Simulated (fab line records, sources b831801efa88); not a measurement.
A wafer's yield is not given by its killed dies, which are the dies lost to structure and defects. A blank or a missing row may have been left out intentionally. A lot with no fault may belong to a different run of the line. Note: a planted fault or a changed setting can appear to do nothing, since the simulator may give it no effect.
Which tool is to blame? | flow gf180mcu | 11 lots with 33 wafers sampled at 3 steps, on a route of 602 steps

== WHAT EACH GAUGE READ, for each wafer ==
GF_CONTACT_RS_MEAS_25: measurement is done with a four-point probe.
lot  | measured     | on            | CONTACT_W_RS (ohm/sq)
L981 | day 16 03:11 | film-metro-03 | 0.380 0.384 0.379
L982 | day 16 23:55 | film-metro-03 | 0.379 0.382 0.383
L988 | day 19 01:13 | film-metro-04 | 0.401 0.386 0.402
L990 | day 19 19:26 | film-metro-03 | 0.390 0.390 0.389
L992 | day 20 11:25 | film-metro-04 | 0.394 0.389 0.394
L997 | day 22 06:19 | film-metro-01 | 0.386 0.385 0.384
L998 | day 22 14:42 | film-metro-03 | 0.386 0.389 0.387
L100 | day 23 05:31 | film-metro-03 | 0.396 0.390 0.394
L101 | day 23 13:47 | film-metro-04 | 0.377 0.382 0.380
L102 | day 24 01:26 | film-metro-03 | 0.385 0.387 0.387
L104 | day 24 12:56 | film-metro-04 | 0.385 0.387 0.391

== WHICH TOOL RAN EACH LOT (tool, then ch and the chambers of the sampled wafers, then the start) ==
lot  | GF_CONTACT_ETCH_16                 | GF_CONTACT_STRIP_18
L981 | rie-diel-01 ch 0,2,3, day 16 02:29 | plasma-asher-01 ch 0,1, day 16 02:40
L982 | rie-diel-01 ch 0,1,2, day 16 23:11 | plasma-asher-02 ch 0,1, day 16 23:23
L988 | rie-diel-04 ch 1,3, day 19 00:32   | plasma-asher-02 ch 0,1, day 19 00:42
L990 | rie-diel-02 ch 1,2,3, day 19 18:34 | plasma-asher-02 ch 0,1, day 19 18:44
L992 | rie-diel-02 ch 0,2,3, day 20 10:44 | plasma-asher-03 ch 0,1, day 20 10:54
L997 | rie-diel-04 ch 1,2,3, day 22 05:37 | plasma-asher-02 ch 1, day 22 05:47
L998 | rie-diel-04 ch 0,1,3, day 22 14:02 | plasma-asher-02 ch 0,1, day 22 14:12
L100 | rie-diel-02 ch 0,2,3, day 23 04:46 | plasma-asher-02 ch 0,1, day 23 04:56
L101 | rie-diel-02 ch 1,3, day 23 13:02   | plasma-asher-01 ch 0,1, day 23 13:11
L102 | rie-diel-02 ch 1,2,3, day 24 00:44 | plasma-asher-01 ch 0,1, day 24 00:54
L104 | rie-diel-02 ch 0,1,3, day 24 12:17 | plasma-asher-03 ch 0,1, day 24 12:26
- GF_CONTACT_ETCH_16: etches BARC in N2/H2.
- GF_CONTACT_STRIP_18: strips in O2/N2.

== THE ANSWER, worked out from the rows above alone ==
Rule: usual is defined by the lots themselves. Put in order of their means at a reading, lots are off if they are a third of the lots or fewer, leave a main group of 4 or more, and stand apart from it by a gap of 3 or more times the standard deviation of the main group's means; of several such gaps the widest counts. If all means in a main group match to the digits the tables above print for the reading, that group is not used. A lot without any number at a reading at which 4 lots or more have one is off too. All remaining lots with rows at the step are treated as sound.
None of the lots is off at any reading shown; this tells nothing.

== WHAT THE SIMULATOR HAD PUT IN ==
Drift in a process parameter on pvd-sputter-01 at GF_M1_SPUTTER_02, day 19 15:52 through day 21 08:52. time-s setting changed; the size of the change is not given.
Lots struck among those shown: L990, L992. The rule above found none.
